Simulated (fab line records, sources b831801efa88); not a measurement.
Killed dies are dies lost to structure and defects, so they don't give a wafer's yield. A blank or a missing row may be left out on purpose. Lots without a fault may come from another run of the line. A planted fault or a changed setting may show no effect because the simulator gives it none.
Which tool did it? | flow gf180mcu | 13 lots, 39 wafers sampled, at 4 steps of a route of 602

WHAT THE GAUGES READ, wafer by wafer
GF_VT_IMPLANT_OVL_MEAS_29. Usual: VT_IMPLANT_02_OVL -0.1 nm, standard deviation 1.3.
lot  | measured     | on         | VT_IMPLANT_02_OVL (nm) | flag
L145 | day 6 16:52  | overlay-01 | 1.1 -0.8 2.2           |
L146 | day 7 05:04  | overlay-02 | 1.1 -0.1 -1.6          |
L147 | day 7 08:31  | overlay-02 | -1.3 -1.0 -0.9         |
L149 | day 8 05:17  | overlay-01 | -0.8 -0.8 0.5          |
L151 | day 8 18:20  | overlay-01 | -2.5 -3.5 -2.2         |
L152 | day 9 02:44  | overlay-02 | 0.3 1.1 -0.2           |
L153 | day 9 03:37  | overlay-02 | -0.1 0.5 0.3           |
L155 | day 9 12:59  | overlay-01 | -1.0 -0.8 -1.1         |
L156 | day 10 01:50 | overlay-01 | 2.2 2.0 1.9            |
L162 | day 11 11:07 | overlay-01 | -1.1 -0.7 -0.7         |
L165 | day 12 07:49 | overlay-01 | 0.4 1.4 -0.4           |
L167 | day 12 21:55 | overlay-01 | -0.3 -0.3 -0.8         |
L168 | day 13 04:19 | overlay-01 | -2.2 -2.8 -1.7         |

GF_SAB_CD_MEAS_09: target cd 420 nm. Usual: cd_nm 420.1 nm, standard deviation 2.3.
lot  | measured     | on        | cd_nm (nm)        | flag
L145 | day 14 20:18 | cd_sem-02 | 422.8 421.8 420.6 |
L146 | day 15 13:24 | cd_sem-02 | 417.1 418.2 419.3 |
L147 | day 15 18:01 | cd_sem-02 | 419.2 418.5 420.8 |
L149 | day 16 20:49 | cd_sem-02 | 421.2 420.0 422.0 |
L151 | day 17 18:18 | cd_sem-01 | 417.4 416.5 416.9 |
L152 | day 18 00:54 | cd_sem-02 | 423.3 424.1 425.1 |
L153 | day 18 03:43 | cd_sem-02 | 423.7 421.0 419.7 |
L155 | day 18 18:10 | cd_sem-01 | 419.2 418.5 417.7 |
L156 | day 19 09:03 | cd_sem-01 | 419.5 420.7 419.3 |
L162 | day 21 09:37 | cd_sem-01 | 417.1 417.6 418.8 |
L165 | day 22 07:59 | cd_sem-01 | 422.7 421.0 420.2 |
L167 | day 22 19:19 | cd_sem-01 | 419.7 419.3 420.5 |
L168 | day 23 04:18 | cd_sem-02 | 422.0 422.4 421.7 |

WHICH TOOL RAN EACH LOT (tool, then ch and the chambers of the sampled wafers, then the start)
lot  | GF_HV_LDD_COAT_02                 | GF_HV_LDD_STRIP_10
L145 | litho_track-04 ch 0, day 9 10:37  | plasma_asher-02 ch 0,1, day 9 19:39
L146 | litho_track-02 ch 0, day 9 23:14  | plasma_asher-04 ch 0,1, day 10 08:28
L147 | litho_track-03 ch 0, day 10 04:04 | plasma_asher-01 ch 0,1, day 10 13:28
L149 | litho_track-02 ch 0, day 11 02:36 | plasma_asher-02 ch 0,1, day 11 12:41
L151 | litho_track-03 ch 0, day 11 19:34 | plasma_asher-01 ch 0,1, day 12 05:10
L152 | litho_track-02 ch 0, day 12 02:20 | plasma_asher-02 ch 0,1, day 12 12:12
L153 | litho_track-02 ch 0, day 12 04:44 | plasma_asher-02 ch 0,1, day 12 15:13
L155 | litho_track-02 ch 0, day 12 15:27 | plasma_asher-02 ch 0,1, day 13 01:27
L156 | litho_track-04 ch 0, day 13 03:37 | plasma_asher-01 ch 0,1, day 13 13:44
L162 | litho_track-03 ch 0, day 14 20:38 | plasma_asher-02 ch 0,1, day 15 07:20
L165 | litho_track-04 ch 0, day 15 17:13 | plasma_asher-01 ch 0,1, day 16 04:48
L167 | litho_track-04 ch 0, day 16 04:35 | plasma_asher-04 ch 0,1, day 16 16:43
L168 | litho_track-02 ch 0, day 16 14:08 | plasma_asher-02 ch 0,1, day 17 01:34
- GF_HV_LDD_COAT_02: resist thk 1000 nm.
- GF_HV_LDD_STRIP_10: strips in O2/N2.

WHAT THE TOOLS THEMSELVES READ (means of the sampled wafers that have a number; where no wafer has one, the mark that the record gives instead)
GF_HV_LDD_COAT_02. Usual: chill_plate_temp_C 23.00 C, standard deviation 0.11.
lot  | tool           | chill_plate_temp_C (C) | flag
L145 | litho_track-04 | 22.94                  |
L146 | litho_track-02 | 22.93                  |
L147 | litho_track-03 | 22.94                  |
L149 | litho_track-02 | 22.92                  |
L151 | litho_track-03 | 22.96                  |
L152 | litho_track-02 | 22.96                  |
L153 | litho_track-02 | 22.86                  |
L155 | litho_track-02 | 23.13                  |
L156 | litho_track-04 | 23.00                  |
L162 | litho_track-03 | 23.07                  |
L165 | litho_track-04 | 22.97                  |
L167 | litho_track-04 | 23.06                  |
L168 | litho_track-02 | 23.00                  |

GF_HV_LDD_STRIP_10. Usual: drypump_motor_current_A 5.6 A, standard deviation 0.36; heater_power_w 329 W, standard deviation 21; oes_product_au 0.716 a.u., standard deviation 0.0047; strip_time_to_endpoint_s 12.623 s, standard deviation 0.029.
lot  | tool            | drypump_motor_current_A (A) | heater_power_w (W) | oes_product_au (a.u.) | strip_time_to_endpoint_s (s) | flag
L145 | plasma_asher-02 | 5.8                         | 344                | 0.714                 | 12.609                       |
L146 | plasma_asher-04 | 5.1                         | 334                | 0.715                 | 12.611                       |
L147 | plasma_asher-01 | 5.6                         | 337                | 0.716                 | 12.642                       |
L149 | plasma_asher-02 | 5.7                         | 321                | 0.718                 | 12.612                       |
L151 | plasma_asher-01 | 5.8                         | 316                | 0.717                 | 12.667                       |
L152 | plasma_asher-02 | 5.7                         | 321                | 0.719                 | 12.659                       |
L153 | plasma_asher-02 | 5.9                         | 337                | 0.719                 | 12.653                       |
L155 | plasma_asher-02 | 5.9                         | 340                | 0.712                 | 12.441                       | OFF
L156 | plasma_asher-01 | 5.8                         | 320                | 0.715                 | 12.669                       |
L162 | plasma_asher-02 | 5.7                         | 327                | 0.720                 | 12.609                       |
L165 | plasma_asher-01 | 5.8                         | 315                | 0.713                 | 12.603                       |
L167 | plasma_asher-04 | 5.1                         | 335                | 0.716                 | 12.648                       |
L168 | plasma_asher-02 | 5.7                         | 328                | 0.720                 | 12.618                       |

THE ANSWER, worked out from the rows above alone
Rule: a lot is off if the mean of its wafers that have a number lies more than 3 standard deviations from the usual mean. A lot without any number at a reading at which 4 lots or more have one is off too. The other lots that the step has rows for count as sound. The gauges are gone through in route order, then the tools' own readings, and for those a lot's mean is taken as printed above. The first step at which some lot is off is used, and at that step the reading that is off furthest; a lot without a number counts as furthest.
Off: L155, at GF_HV_LDD_STRIP_10 (strip_time_to_endpoint_s).
A tool fits if, at that step or a process step before it, it ran every lot that is off, and no sound lot after the first of them. None of those tried fits.

WHAT THE SIMULATOR HAD PUT IN
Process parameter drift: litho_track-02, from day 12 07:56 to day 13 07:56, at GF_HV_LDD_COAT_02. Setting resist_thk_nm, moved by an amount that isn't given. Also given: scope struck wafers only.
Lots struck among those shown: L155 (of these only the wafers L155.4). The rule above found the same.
